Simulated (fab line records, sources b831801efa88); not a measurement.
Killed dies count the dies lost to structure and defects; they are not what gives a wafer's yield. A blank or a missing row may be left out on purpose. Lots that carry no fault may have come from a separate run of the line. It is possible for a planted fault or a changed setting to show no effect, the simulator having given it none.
fab line records	flow sky130
record: lots: 24	wafers: 72	lastDay: 50
route steps=708 shown VT_ADJUST_PCH@153 CAPM@540 VIA3@596 CAP2M@616
lots that met no fault: from a run of the same line without faults
startH: hours from the record's opening day to when the first of the lot's shown wafers began	waitH: hours since the lot's step before	" identical to the entry in the row above	L1.1+2: a single row standing in for several wafers	- value missing, or start not given	* or withheld: withheld	< > ~ a bound
route shown NAME@n: names a module that has steps shown in the file, with the first one's number in the route	usual: average and standard deviation across the fault-free wafers	same: alike in all rows	chamber/n: place in a boat	sites: per-site readings	_std_site: the values' standard deviation	_edge_site: the outer-site mean with the inner-site mean subtracted	radiusMm: for every site, how far away it sits from the centre of the wafer	mask NAME#n: copy n	behind: the most recent tool/chamber to have shaped the wafer	hold: what put the lot on hold/how long, in hours/how the hold closed	device: names the non-switching transistor (n, p or np)	end of line: the tests these same wafers got at the end of their route	a step with no rows: only its recipe	killed: dies lost to structure and defects at the first sort, not the wafer's yield	map: the dies of a wafer, with x for killed, . for not killed, _ for no die there
set.NAME: the setting as run; set.NAME@STEP: as run at that earlier step	model.NAME: the simulator's own value behind a step, which no gauge read
the route's steps for a sample of lots (tables are steps, rows are wafers)
services: from which hour (startH, from the record's first day; less than 0 if before it) a tool's chamber was out of use, for how many hours, and why
== steps ==
step: SKY_VT_ADJUST_PCH_TW_MEAS_10
usual: VT_ADJUST_PCH_TW: 142.7/0.65
lot.wafer	tool	chamber	startH	waitH	VT_ADJUST_PCH_TW
L074.1	filmMetro-03	-	232.39	0.1	143.1
L074.3	"	-	"	"	143.1
L074.6	"	-	"	"	143.2
L075.2	filmMetro-02	-	232.72	0.1	143.3
L075.3	"	-	"	"	143.2
L075.6	"	-	"	"	143.1
L076.1	filmMetro-03	-	244.99	0.1	143.6
L076.3	"	-	"	"	143.0
L076.4	"	-	"	"	142.2
L077.1	filmMetro-01	-	249.49	0.1	142.4
L077.4	"	-	"	"	143.2
L077.5	"	-	"	"	143.2
L079.3	filmMetro-02	-	274.73	0.1	143.1
L079.4	"	-	"	"	143.0
L079.6	"	-	"	"	143.8
L078.2	filmMetro-02	-	276.60	0.1	142.6
L078.3	"	-	"	"	143.7
L078.5	"	-	"	"	142.9
L081.3	filmMetro-03	-	277.86	0.1	142.7
L081.4	"	-	"	"	143.2
L081.6	"	-	"	"	142.7
L080.1	filmMetro-01	-	279.14	0.1	143.0
L080.4	"	-	"	"	142.9
L080.5	"	-	"	"	142.5
L082.2	filmMetro-03	-	288.45	0.1	142.3
L082.3	"	-	"	"	141.5
L082.5	"	-	"	"	142.3
L083.2	filmMetro-03	-	295.70	0.1	140.9
L083.5	"	-	"	"	142.0
L083.6	"	-	"	"	142.0
L084.1	filmMetro-03	-	301.79	0.1	142.4
L084.2	"	-	"	"	141.2
L084.5	"	-	"	"	141.6
L085.1	filmMetro-01	-	308.04	0.1	142.4
L085.5	"	-	"	"	142.6
L085.6	"	-	"	"	142.9
L086.1	filmMetro-03	-	320.51	0.1	142.2
L086.2	"	-	"	"	142.2
L086.6	"	-	"	"	141.3
L087.1	filmMetro-01	-	330.16	0.1	142.6
L087.5	"	-	"	"	142.2
L087.6	"	-	"	"	142.6
L088.2	filmMetro-02	-	331.70	0.1	142.6
L088.3	"	-	"	"	142.8
L088.5	"	-	"	"	142.8
L089.1	filmMetro-02	-	343.71	0.1	143.0
L089.4	"	-	"	"	143.7
L089.5	"	-	"	"	143.0
L090.3	filmMetro-01	-	349.33	0.1	142.6
L090.4	"	-	"	"	142.8
L090.6	"	-	"	"	143.6
L091.1	filmMetro-01	-	353.31	0.1	142.7
L091.2	"	-	"	"	143.4
L091.4	"	-	"	"	142.7
L092.3	filmMetro-01	-	359.33	0.1	142.5
L092.5	"	-	"	"	143.4
L092.6	"	-	"	"	142.9
L093.1	filmMetro-02	-	371.04	0.1	143.1
L093.2	"	-	"	"	143.2
L093.6	"	-	"	"	142.4
L094.1	filmMetro-01	-	377.46	0.1	142.9
L094.5	"	-	"	"	144.3
L094.6	"	-	"	"	143.9
L095.3	filmMetro-02	-	383.21	0.1	142.5
L095.5	"	-	"	"	142.2
L095.6	"	-	"	"	143.2
L096.1	filmMetro-03	-	393.99	0.1	142.2
L096.3	"	-	"	"	141.7
L096.4	"	-	"	"	142.4
L097.1	filmMetro-01	-	405.64	0.1	141.4
L097.3	"	-	"	"	141.7
L097.5	"	-	"	"	142.6
step: SKY_CAPM_RS_MEAS_03
recipe: thkMeasGauge: four-point-probe	reads: TiN_of_CAPM_SPUTTER_02
usual: CAPM_TIN_RS: 7.25/0.087
lot.wafer	tool	chamber	startH	waitH	CAPM_TIN_RS[ohm/sq]
L075.2	filmMetro-03	-	852.97	0.1	7.30
L075.3	"	-	"	"	7.34
L075.6	"	-	"	"	7.33
L074.1	filmMetro-04	-	855.39	0.1	7.33
L074.3	"	-	"	"	7.33
L074.6	"	-	"	"	7.30
L076.1	filmMetro-03	-	865.99	0.1	7.22
L076.3	"	-	"	"	7.26
L076.4	"	-	"	"	7.16
L077.1	filmMetro-02	-	872.89	0.1	7.39
L077.4	"	-	"	"	7.29
L077.5	"	-	"	"	7.31
L078.2	filmMetro-03	-	902.04	0.1	7.24
L078.3	"	-	"	"	7.20
L078.5	"	-	"	"	7.24
L079.3	filmMetro-04	-	903.91	0.1	7.21
L079.4	"	-	"	"	7.13
L079.6	"	-	"	"	7.18
L081.3	filmMetro-03	-	904.04	0.1	7.26
L081.4	"	-	"	"	7.28
L081.6	"	-	"	"	7.31
L080.1	filmMetro-03	-	905.21	0.1	7.37
L080.4	"	-	"	"	7.29
L080.5	"	-	"	"	7.32
L082.2	filmMetro-02	-	910.43	0.1	7.16
L082.3	"	-	"	"	7.13
L082.5	"	-	"	"	7.12
L083.2	filmMetro-04	-	919.26	0.1	7.31
L083.5	"	-	"	"	7.38
L083.6	"	-	"	"	7.30
L084.1	filmMetro-02	-	926.87	0.1	7.16
L084.2	"	-	"	"	7.11
L084.5	"	-	"	"	7.11
L085.1	filmMetro-02	-	933.51	0.1	7.43
L085.5	"	-	"	"	7.45
L085.6	"	-	"	"	7.39
L086.1	filmMetro-04	-	940.06	0.1	7.07
L086.2	"	-	"	"	7.19
L086.6	"	-	"	"	7.12
L087.1	filmMetro-02	-	951.94	0.1	7.38
L087.5	"	-	"	"	7.38
L087.6	"	-	"	"	7.34
L088.2	filmMetro-02	-	956.29	0.1	7.22
L088.3	"	-	"	"	7.19
L088.5	"	-	"	"	7.28
L089.1	filmMetro-04	-	960.12	0.1	7.24
L089.4	"	-	"	"	7.15
L089.5	"	-	"	"	7.10
L090.3	filmMetro-03	-	968.06	0.1	7.29
L090.4	"	-	"	"	7.24
L090.6	"	-	"	"	7.33
L091.1	filmMetro-04	-	968.91	0.1	7.32
L091.2	"	-	"	"	7.19
L091.4	"	-	"	"	7.30
L092.3	filmMetro-04	-	973.21	0.1	7.23
L092.5	"	-	"	"	7.21
L092.6	"	-	"	"	7.16
L094.1	filmMetro-02	-	996.19	0.1	7.25
L094.5	"	-	"	"	7.26
L094.6	"	-	"	"	7.13
L093.1	filmMetro-04	-	997.23	0.1	7.27
L093.2	"	-	"	"	7.24
L093.6	"	-	"	"	7.28
L095.3	filmMetro-02	-	999.60	0.1	7.28
L095.5	"	-	"	"	7.36
L095.6	"	-	"	"	7.27
L096.1	filmMetro-04	-	1006.84	0.1	7.22
L096.3	"	-	"	"	7.20
L096.4	"	-	"	"	7.19
L097.1	filmMetro-02	-	1011.34	0.1	7.17
L097.3	"	-	"	"	7.15
L097.5	"	-	"	"	7.12
step: SKY_CAPM_THK_MEAS_04
recipe: thkMeasGauge: xrf	reads: TiN_of_CAPM_SPUTTER_02
usual: CAPM_TIN_THK: 192.6/2.4
lot.wafer	tool	chamber	startH	waitH	CAPM_TIN_THK[nm]
L075.2	filmMetro-03	-	853.08	0.1	190.6
L075.3	"	-	"	"	190.1
L075.6	"	-	"	"	189.9
L074.1	filmMetro-04	-	855.51	0.1	191.4
L074.3	"	-	"	"	189.9
L074.6	"	-	"	"	192.3
L076.1	filmMetro-03	-	866.11	0.1	193.0
L076.3	"	-	"	"	191.3
L076.4	"	-	"	"	195.0
L077.1	filmMetro-02	-	873.01	0.1	189.1
L077.4	"	-	"	"	191.9
L077.5	"	-	"	"	191.1
L078.2	filmMetro-03	-	902.15	0.1	192.9
L078.3	"	-	"	"	193.8
L078.5	"	-	"	"	192.8
L079.3	filmMetro-04	-	904.01	0.1	193.0
L079.4	"	-	"	"	196.5
L079.6	"	-	"	"	194.1
L081.3	filmMetro-03	-	904.14	0.1	192.8
L081.4	"	-	"	"	190.3
L081.6	"	-	"	"	191.1
L080.1	filmMetro-03	-	905.33	0.1	189.0
L080.4	"	-	"	"	191.5
L080.5	"	-	"	"	191.0
L082.2	filmMetro-02	-	910.54	0.1	194.1
L082.3	"	-	"	"	195.6
L082.5	"	-	"	"	195.9
L083.2	filmMetro-04	-	919.37	0.1	191.2
L083.5	"	-	"	"	189.8
L083.6	"	-	"	"	192.0
L084.1	filmMetro-02	-	926.99	0.1	195.4
L084.2	"	-	"	"	197.9
L084.5	"	-	"	"	196.3
L085.1	filmMetro-02	-	933.63	0.1	187.7
L085.5	"	-	"	"	187.2
L085.6	"	-	"	"	189.8
L086.1	filmMetro-04	-	940.18	0.1	197.9
L086.2	"	-	"	"	194.1
L086.6	"	-	"	"	196.6
L087.1	filmMetro-02	-	952.06	0.1	190.1
L087.5	"	-	"	"	189.4
L087.6	"	-	"	"	190.6
L088.2	filmMetro-02	-	956.40	0.1	193.1
L088.3	"	-	"	"	194.6
L088.5	"	-	"	"	191.5
L089.1	filmMetro-04	-	960.24	0.1	193.5
L089.4	"	-	"	"	195.9
L089.5	"	-	"	"	196.5
L090.3	filmMetro-03	-	968.16	0.1	190.6
L090.4	"	-	"	"	191.5
L090.6	"	-	"	"	188.7
L091.1	filmMetro-04	-	969.03	0.1	191.6
L091.2	"	-	"	"	194.3
L091.4	"	-	"	"	191.8
L092.3	filmMetro-04	-	973.31	0.1	194.0
L092.5	"	-	"	"	193.9
L092.6	"	-	"	"	195.3
L094.1	filmMetro-02	-	996.31	0.1	193.8
L094.5	"	-	"	"	192.3
L094.6	"	-	"	"	195.7
L093.1	filmMetro-04	-	997.35	0.1	191.2
L093.2	"	-	"	"	192.1
L093.6	"	-	"	"	191.0
L095.3	filmMetro-02	-	999.70	0.1	192.6
L095.5	"	-	"	"	190.3
L095.6	"	-	"	"	192.1
L096.1	filmMetro-04	-	1006.96	0.1	192.9
L096.3	"	-	"	"	192.1
L096.4	"	-	"	"	192.5
L097.1	filmMetro-02	-	1011.46	0.1	194.8
L097.3	"	-	"	"	193.9
L097.5	"	-	"	"	194.8
step: SKY_CAPM_METAL_ETCH_13
recipe: targetDepthNm: 220	stopOn: SiO2	chemistry: Cl2/BCl3	target: TiN	pressureMtorr: 10	icpW: 900	biasW: 48.5	Cl2_flow_sccm: 60	bcl3FlowSccm: 30	timeS: 62.9
usual: drypumpMotorCurrentA: 5.7/0.37	oesProductAu: 0.915/0.0081	throttleValvePct: 21.919/0.0096
lot.wafer	tool	chamber	startH	waitH	drypumpMotorCurrentA	oesProductAu	rfHoursCounterH	throttleValvePct
L075.2	rieMetal-02	1	878.39	0.0	6.1	0.910	7	21.927
L075.3	"	0	"	"	5.9	0.907	-	21.905
L075.6	"	0	"	"	5.9	0.908	-	21.924
L074.1	rieMetal-02	1	880.82	0.0	6.0	0.914	7	21.924
L074.3	"	0	"	"	6.0	0.906	-	21.926
L074.6	"	1	"	"	6.0	0.910	-	21.920
L076.1	rieMetal-03	0	891.61	0.0	5.8	0.915	5	21.897
L076.3	"	1	"	"	5.1	0.919	-	21.927
L076.4	"	0	"	"	5.8	0.918	-	21.928
L077.1	rieMetal-02	1	898.92	0.0	6.0	0.898	8	21.927
L077.4	"	1	"	"	6.0	0.911	-	21.927
L077.5	"	0	"	"	5.9	0.906	-	21.935
L078.2	rieMetal-03	1	927.31	0.0	5.1	0.910	16	21.929
L078.3	"	0	"	"	5.8	0.914	-	21.924
L078.5	"	1	"	"	5.1	0.914	-	21.919
L079.3	rieMetal-01	1	928.93	0.0	6.0	0.909	-	21.915
L079.4	"	0	"	"	5.2	0.931	-	21.904
L079.6	"	1	"	"	6.1	0.925	-	21.898
L081.3	rieMetal-02	1	929.05	0.0	6.0	0.915	-	21.922
L081.4	"	0	"	"	5.9	0.912	-	21.918
L081.6	"	1	"	"	6.0	0.899	-	21.941
L080.1	rieMetal-03	0	929.24	0.0	5.8	0.899	7	21.917
L080.4	"	1	"	"	5.1	0.915	-	21.922
L080.5	"	0	"	"	5.8	0.906	-	21.928
L082.2	rieMetal-03	1	934.96	0.0	5.1	0.923	16	21.905
L082.3	"	0	"	"	5.8	0.920	-	21.902
L082.5	"	1	"	"	5.1	0.920	-	21.906
L083.2	rieMetal-01	0	943.56	0.0	5.2	0.905	13	21.926
L083.5	"	1	"	"	6.0	0.906	-	21.925
L083.6	"	0	"	"	5.2	0.907	-	21.927
L084.1	rieMetal-01	0	951.20	0.0	5.2	0.927	13	21.909
L084.2	"	1	"	"	6.0	0.931	4	21.907
L084.5	"	1	"	"	6.1	0.929	-	21.908
L085.1	rieMetal-02	1	957.15	0.0	6.0	0.900	10	21.929
L085.5	"	0	"	"	5.9	0.897	-	21.930
L085.6	"	1	"	"	6.0	0.903	-	21.924
L086.1	rieMetal-01	0	964.22	0.0	5.2	0.925	14	21.927
L086.2	"	1	"	"	6.1	0.929	5	21.918
L086.6	"	0	"	"	5.2	0.929	-	21.939
L087.1	rieMetal-02	1	976.26	0.0	6.0	0.909	11	21.925
L087.5	"	1	"	"	6.0	0.906	-	21.937
L087.6	"	0	"	"	5.9	0.909	-	21.925
L088.2	rieMetal-01	1	980.07	0.0	6.1	0.917	6	21.928
L088.3	"	0	"	"	5.2	0.926	-	21.901
L088.5	"	0	"	"	5.2	0.907	-	21.935
L089.1	rieMetal-02	1	984.35	0.0	6.0	0.914	12	21.918
L089.4	"	1	"	"	6.0	0.919	-	21.910
L089.5	"	1	"	"	6.0	0.926	-	21.920
L090.3	rieMetal-02	1	992.00	0.1	6.0	0.916	-	21.920
L090.4	"	1	"	"	6.0	0.907	-	21.913
L090.6	"	1	"	"	6.0	0.906	-	21.917
L091.1	rieMetal-01	0	992.55	0.0	5.2	0.906	16	21.933
L091.2	"	1	"	"	6.1	0.918	7	21.909
L091.4	"	0	"	"	5.2	0.908	-	21.896
L092.3	rieMetal-01	1	996.74	0.0	6.1	0.917	-	21.916
L092.5	"	0	"	"	5.2	0.918	-	21.909
L092.6	"	1	"	"	6.1	0.919	-	21.914
L094.1	rieMetal-03	0	1018.77	0.0	5.9	0.912	12	21.913
L094.5	"	0	"	"	5.8	0.917	-	21.922
L094.6	"	0	"	"	5.8	0.929	-	21.917
L093.1	rieMetal-02	0	1020.22	0.0	5.9	0.914	11	21.921
L093.2	"	1	"	"	6.0	0.918	14	21.918
L093.6	"	1	"	"	6.0	0.915	-	21.933
L095.3	rieMetal-01	0	1022.38	0.0	5.2	0.913	-	21.916
L095.5	"	1	"	"	6.1	0.903	-	21.911
L095.6	"	0	"	"	5.2	0.908	-	21.929
L096.1	rieMetal-03	0	1029.95	0.0	5.8	0.909	12	21.910
L096.3	"	0	"	"	5.8	0.915	-	21.923
L096.4	"	1	"	"	5.1	0.921	-	21.910
L097.1	rieMetal-03	1	1034.46	0.0	5.1	0.917	1	21.901
L097.3	"	1	"	"	5.1	0.923	-	21.921
L097.5	"	1	"	"	5.1	0.933	-	21.918
step: SKY_VIA3_THK_MEAS_23
recipe: thkMeasGauge: xrf	reads: W_of_VIA3_CVD_21
usual: VIA3_W_THK: 383/6.7
lot.wafer	tool	chamber	startH	waitH	VIA3_W_THK[nm]
L075.2	filmMetro-01	-	932.49	0.1	388
L075.3	"	-	"	"	388
L075.6	"	-	"	"	390
L074.1	filmMetro-03	-	935.43	0.1	381
L074.3	"	-	"	"	378
L074.6	"	-	"	"	381
L076.1	filmMetro-03	-	945.09	0.1	377
L076.3	"	-	"	"	374
L076.4	"	-	"	"	377
L077.1	filmMetro-02	-	951.70	0.1	377
L077.4	"	-	"	"	376
L077.5	"	-	"	"	381
L078.2	filmMetro-03	-	979.75	0.1	373
L078.3	"	-	"	"	377
L078.5	"	-	"	"	375
L081.3	filmMetro-03	-	980.78	0.1	377
L081.4	"	-	"	"	381
L081.6	"	-	"	"	380
L079.3	filmMetro-01	-	980.90	0.1	385
L079.4	"	-	"	"	386
L079.6	"	-	"	"	385
L080.1	filmMetro-03	-	982.32	0.1	380
L080.4	"	-	"	"	373
L080.5	"	-	"	"	375
L082.2	filmMetro-02	-	986.52	0.1	385
L082.3	"	-	"	"	380
L082.5	"	-	"	"	383
L083.2	filmMetro-01	-	994.48	0.1	393
L083.5	"	-	"	"	389
L083.6	"	-	"	"	391
L084.1	filmMetro-02	-	1002.54	0.1	383
L084.2	"	-	"	"	386
L084.5	"	-	"	"	385
L085.1	filmMetro-02	-	1008.01	0.1	380
L085.5	"	-	"	"	376
L085.6	"	-	"	"	378
L086.1	filmMetro-02	-	1013.87	0.1	383
L086.2	"	-	"	"	382
L086.6	"	-	"	"	377
L087.1	filmMetro-02	-	1026.33	0.1	377
L087.5	"	-	"	"	381
L087.6	"	-	"	"	378
L088.2	filmMetro-01	-	1031.34	0.1	384
L088.3	"	-	"	"	387
L088.5	"	-	"	"	385
L089.1	filmMetro-01	-	1035.01	0.1	393
L089.4	"	-	"	"	395
L089.5	"	-	"	"	389
L090.3	filmMetro-02	-	1040.08	0.1	378
L090.4	"	-	"	"	378
L090.6	"	-	"	"	379
L091.1	filmMetro-01	-	1040.55	0.1	390
L091.2	"	-	"	"	392
L091.4	"	-	"	"	388
L092.3	filmMetro-01	-	1045.11	0.1	402
L092.5	"	-	"	"	394
L092.6	"	-	"	"	399
L094.1	filmMetro-01	-	1065.81	0.1	394
L094.5	"	-	"	"	387
L094.6	"	-	"	"	390
L093.1	filmMetro-01	-	1067.53	0.1	382
L093.2	"	-	"	"	394
L093.6	"	-	"	"	392
L095.3	filmMetro-02	-	1069.28	0.1	388
L095.5	"	-	"	"	386
L095.6	"	-	"	"	383
L096.1	filmMetro-03	-	1076.83	0.1	378
L096.3	"	-	"	"	380
L096.4	"	-	"	"	383
L097.1	filmMetro-02	-	1080.79	0.1	383
L097.3	"	-	"	"	382
L097.5	"	-	"	"	386
step: SKY_CAP2M_METAL_ETCH_13
recipe: targetDepthNm: 220	stopOn: SiO2	chemistry: Cl2/BCl3	target: TiN	pressureMtorr: 10	icpW: 900	biasW: 50.1	Cl2_flow_sccm: 60	bcl3FlowSccm: 30	timeS: 62.9
usual: drypumpMotorCurrentA: 5.7/0.49	oesProductAu: 0.938/0.0068	throttleValvePct: 21.903/0.0099
lot.wafer	tool	chamber	startH	waitH	drypumpMotorCurrentA	oesProductAu	rfHoursCounterH	throttleValvePct
L075.2	rieMetal-03	1	956.66	0.0	5.1	0.937	17	21.903
L075.3	"	1	"	"	5.1	0.935	-	21.887
L075.6	"	1	"	"	5.1	0.947	-	21.903
L074.1	rieMetal-02	0	960.71	0.0	5.9	0.931	8	21.898
L074.3	"	0	"	"	5.9	0.942	-	21.912
L074.6	"	0	"	"	5.9	0.937	-	21.897
L076.1	rieMetal-04	0	969.91	0.0	6.4	0.939	18	21.899
L076.3	"	0	"	"	6.4	0.937	-	21.910
L076.4	"	1	"	"	4.7	0.944	-	21.908
L077.1	rieMetal-04	1	976.79	0.0	4.8	0.941	4	21.910
L077.4	"	0	"	"	6.5	0.942	-	21.898
L077.5	"	0	"	"	6.5	0.936	-	21.908
L078.2	rieMetal-03	0	1004.09	0.1	5.8	0.928	-	21.908
L078.3	"	0	"	"	5.8	0.934	-	21.906
L078.5	"	0	"	"	5.8	0.935	-	21.896
L081.3	rieMetal-02	0	1004.99	0.0	5.9	0.928	-	21.897
L081.4	"	1	"	"	6.0	0.943	-	21.911
L081.6	"	0	"	"	5.9	0.941	-	21.900
L079.3	rieMetal-02	0	1005.71	0.0	5.9	0.942	-	21.913
L079.4	"	1	"	"	6.0	0.936	-	21.904
L079.6	"	0	"	"	5.9	0.939	-	21.897
L080.1	rieMetal-03	0	1005.86	0.0	5.8	0.941	11	21.879
L080.4	"	0	"	"	5.8	0.936	-	21.903
L080.5	"	0	"	"	5.8	0.950	-	21.903
L082.2	rieMetal-02	1	1010.09	0.0	6.0	0.951	13	21.904
L082.3	"	0	"	"	5.9	0.948	-	21.899
L082.5	"	1	"	"	6.0	0.953	-	21.896
L083.2	rieMetal-02	0	1017.82	0.0	5.9	0.943	11	21.914
L083.5	"	1	"	"	6.0	0.952	-	21.905
L083.6	"	0	"	"	5.9	0.947	-	21.911
L084.1	rieMetal-02	0	1025.51	0.0	5.9	0.936	11	21.910
L084.2	"	1	"	"	6.0	0.937	14	21.909
L084.5	"	0	"	"	5.9	0.936	-	21.921
L085.1	rieMetal-03	1	1031.86	0.0	5.1	0.945	1	21.918
L085.5	"	1	"	"	5.0	0.934	-	21.905
L085.6	"	0	"	"	5.8	0.942	-	21.895
L086.1	rieMetal-03	0	1037.11	0.0	5.8	0.937	12	21.902
L086.2	"	1	"	"	5.1	0.925	1	21.911
L086.6	"	0	"	"	5.8	0.947	-	21.904
L087.1	rieMetal-04	0	1053.47	0.0	6.5	0.938	2	21.892
L087.5	"	1	"	"	4.7	0.939	-	21.904
L087.6	"	0	"	"	6.5	0.940	-	21.902
L088.2	rieMetal-02	1	1053.76	0.0	6.0	0.937	16	21.913
L088.3	"	0	"	"	5.9	0.930	-	21.911
L088.5	"	1	"	"	6.0	0.932	-	21.897
L089.1	rieMetal-03	0	1055.81	0.0	5.8	0.934	14	21.901
L089.4	"	0	"	"	5.8	0.936	-	21.901
L089.5	"	1	"	"	5.1	0.933	-	21.904
L090.3	rieMetal-03	1	1061.48	0.0	5.1	0.945	-	21.909
L090.4	"	0	"	"	5.8	0.930	-	21.906
L090.6	"	1	"	"	5.1	0.951	-	21.911
L091.1	rieMetal-02	0	1062.32	0.0	5.9	0.935	14	21.909
L091.2	"	1	"	"	6.0	0.936	17	21.897
L091.4	"	0	"	"	6.0	0.939	-	21.899
L092.3	rieMetal-04	0	1067.21	0.0	6.5	0.933	-	21.921
L092.5	"	0	"	"	6.5	0.930	-	21.920
L092.6	"	1	"	"	4.7	0.927	-	21.916
L094.1	rieMetal-02	1	1087.17	0.0	6.0	0.939	18	21.910
L094.5	"	1	"	"	6.0	0.939	-	21.897
L094.6	"	0	"	"	5.9	0.939	-	21.896
L093.1	rieMetal-02	0	1088.67	0.0	5.9	0.944	15	21.901
L093.2	"	1	"	"	6.0	0.949	18	21.890
L093.6	"	0	"	"	5.9	0.949	-	21.892
L095.3	rieMetal-03	1	1090.54	0.0	5.1	0.939	-	21.899
L095.5	"	1	"	"	5.1	0.933	-	21.892
L095.6	"	0	"	"	5.8	0.938	-	21.928
L096.1	rieMetal-02	0	1098.46	0.0	5.9	0.950	16	21.897
L096.3	"	1	"	"	6.0	0.940	-	21.892
L096.4	"	0	"	"	5.9	0.932	-	21.908
L097.1	rieMetal-04	0	1102.24	0.0	6.4	0.940	6	21.904
L097.3	"	1	"	"	4.7	0.933	-	21.902
L097.5	"	1	"	"	4.7	0.944	-	21.886
== services ==
tool	chamber	startH	hours	kind
rieMetal-04	1	864.63	-	clean
rieMetal-04	1	864.63	12.5	scheduledDown
rieMetal-04	1	864.63	12.5	ventCycle
rieMetal-02	1	883.77	1.2	repair
rieMetal-04	-	917.49	1.2	repair
rieMetal-02	-	977.81	1.4	pm
rieMetal-02	0	984.22	11.5	repair
rieMetal-03	-	998.81	0.8	repair
rieMetal-04	0	1002.37	-	clean
rieMetal-04	0	1002.37	22.9	scheduledDown
rieMetal-04	0	1002.37	22.9	ventCycle
rieMetal-03	1	1002.55	-	clean
rieMetal-03	1	1002.55	17.7	scheduledDown
rieMetal-03	1	1002.55	17.7	ventCycle
rieMetal-01	-	1007.61	0.8	repair
rieMetal-02	-	1033.53	0.7	repair
rieMetal-01	-	1039.83	1.0	repair
rieMetal-02	-	1080.64	1.8	repair
== key ==
fault none
